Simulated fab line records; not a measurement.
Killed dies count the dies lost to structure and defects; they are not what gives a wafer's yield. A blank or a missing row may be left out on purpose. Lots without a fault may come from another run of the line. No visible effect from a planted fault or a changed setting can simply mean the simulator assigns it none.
Chamber matching | flow sfq line | SFQ_TRILAYER_I4_VIA_ETCH_VIA_ETCH_106 on rie diel-03: 4 sister chambers
The step etches SiO2 in CHF3, stops on Nb, target depth 260 nm. 14 wafers are shown with their chamber, then 7 later ones without.

## WAFERS PAIRED WITH THEIR CHAMBERS
wafer  | chamber | drypump motor current A (A) | oes product au (a.u.)
L361.1 | 1       | 5.4                         | 0.853
L361.3 | 2       | 5.7                         | 0.850
L361.4 | 3       | 5.9                         | 0.858
L362.1 | 3       | 5.9                         | 0.853
L362.5 | 3       | 5.8                         | 0.855
L362.6 | 0       | 4.8                         | 0.855
L363.2 | 1       | 5.4                         | 0.854
L363.3 | 0       | 4.8                         | 0.859
L363.4 | 3       | 5.9                         | 0.859
L366.3 | 1       | 5.4                         | 0.850
L366.4 | 0       | 4.8                         | 0.846
L366.6 | 2       | 5.7                         | 0.844
L373.1 | 3       | 5.8                         | 0.851
L373.3 | 2       | 5.7                         | 0.857

SIGNATURES, as means of the wafers listed above
reading                 | chamber 0 | chamber 1 | chamber 2 | chamber 3 | scatter within a chamber
drypump motor current A | 4.800     | 5.400     | 5.700     | 5.860     | 0.0346
oes product au          | 0.85333   | 0.85233   | 0.85033   | 0.85520   | 0.00476
Rule: a wafer lies at a distance from a chamber equal to the root of the sum of squares, over the readings, of (its reading less the chamber's mean, divided by the reading's scatter). If the next closest chamber is less than 2 further off than the closest, the wafer can't be placed; otherwise it belongs to the closest. The scatter is the square root of a quotient: the sum, over the shown wafers, of each reading's squared deviation from its chamber's mean, divided by wafers minus chambers.

## WAFERS MISSING THEIR CHAMBER
wafer  | drypump motor current A (A) | oes product au (a.u.)
L373.4 | 5.4                         | 0.853
L378.3 | 5.8                         | 0.861
L378.5 | 4.8                         | 0.860
L378.6 | 5.8                         | 0.851
L384.1 | 5.7                         | 0.855
L384.3 | 4.8                         | 0.844
L384.5 | 5.9                         | 0.861

## WHICH CHAMBER EACH ONE RAN IN
wafer  | from the rows above     | in truth
L373.4 | 1                       | 1
L378.3 | can't be placed: 3 or 2 | 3
L378.5 | 0                       | 0
L378.6 | can't be placed: 3 or 2 | 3
L384.1 | 2                       | 2
L384.3 | 0                       | 0
L384.5 | 3                       | 3
Correctly placed: 5 of 7. Unplaceable from these rows: 2, with the true chamber sitting among the candidates in 2. Placed wrongly: 0.
